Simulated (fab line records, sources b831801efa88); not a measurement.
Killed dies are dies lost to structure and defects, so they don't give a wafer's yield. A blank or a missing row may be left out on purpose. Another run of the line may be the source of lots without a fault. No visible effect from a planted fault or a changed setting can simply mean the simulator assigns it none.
8D (eight disciplines) problem report, filled in by code | flow gf180mcu | the parts of the form that need people (team, actions taken, sign-off) are left out

1. THE PROBLEM
MVPSD_TW at GF_MVPSD_TW_MEAS_11 reads a mean of 614 on 9 wafers of 3 lots; wafers without a fault read 551 with a standard deviation of 11. Relative to the usual mean, that is a shift of +5.7 standard deviations.
First seen on wafer L809.2, day 7 06:30, on film metro-02. The record has a number at this step for 39 wafers belonging to 13 lots. The rule behind "out" and "out of limits": a value lying over 4 standard deviations away from the usual mean. All remaining wafers that have a number are taken as sound.

2. WHAT IT IS, WHAT IT ISN'T
question                    | is                           | is not
which readings at this step | MVPSD_TW                     | -
which lots                  | L809, L810, L811             | L801, L803, L804, L805, L813, L817, L821, L822, L823, L824
which wafers of those lots  | all that have a number       | -
read on which gauges        | film metro-01, film metro-02 | film metro-03
when                        | from day 7 06:30             | up to then (12 sound wafers); but 18 sound wafers of L813, L817, L821, L822, L823, L824 came after

3. SUSPECTS, AND WHAT RULES EACH OUT
Counting: a tool stays on the suspect list if, at a process step up to the reading, it processed all lots that are out and no sound lot following the first of them.
- the gauge at GF_MVPSD_TW_MEAS_11 has been ruled out. The wafers that are out were read on 2 gauges (film metro-01, film metro-02).
- implanter-03 at GF_MVPSD_IMPLANT_08: ruled out as a lasting fault. The sound lots L821 went through it after L809, its earliest lot that is out (day 7 06:07).
Left after counting: nothing in the record.

4. THE CAUSE (what the simulator had put in)
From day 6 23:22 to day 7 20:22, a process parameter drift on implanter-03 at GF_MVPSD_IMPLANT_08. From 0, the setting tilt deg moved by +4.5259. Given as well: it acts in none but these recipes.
Counting ruled it out, wrongly: the rule takes a fault to strike every lot that its tool runs from its start on, and this one did not.

5. SEQUENCE OF EFFECTS, ordered by route
Each row: a reading where the mean over the struck wafers with a number is more than 3 standard deviations away from the usual. Readings are gone through only where the record gives a usual standard deviation; hours: the median, over the lots, of the time from a lot's start at the first step in this table giving one to that lot's start at this step; sigmas: the change measured in usual standard deviations.
hours | step                     | reading  | usual         | on struck wafers | change | sigmas
0     | GF_MVPSD_IMPLANT_08      | tilt deg | 0.006 degrees | 4.546            | +4.540 | +99 or more
0     | GF_MVPSD_TW_MEAS_11      | MVPSD_TW | 551           | 614              | +63    | +5.7
70    | GF_VT_IMPLANT_RS_MEAS_49 | MVPSD_RS | 1169 ohm/sq   | 1356             | +187   | +60
Its process steps:
- GF_MVPSD_IMPLANT_08

6. HOW IT WOULD HAVE BEEN CAUGHT EARLIER
The first out-of-limits reading at a measuring or inspecting step in this record came at day 7 06:30, 7 hours after the fault's start at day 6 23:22.
At GF_MVPSD_IMPLANT_08, the tool's own readings (tilt deg) were out on each struck wafer the step has a row for, so an alarm limit on them would have fired on the first such wafer.
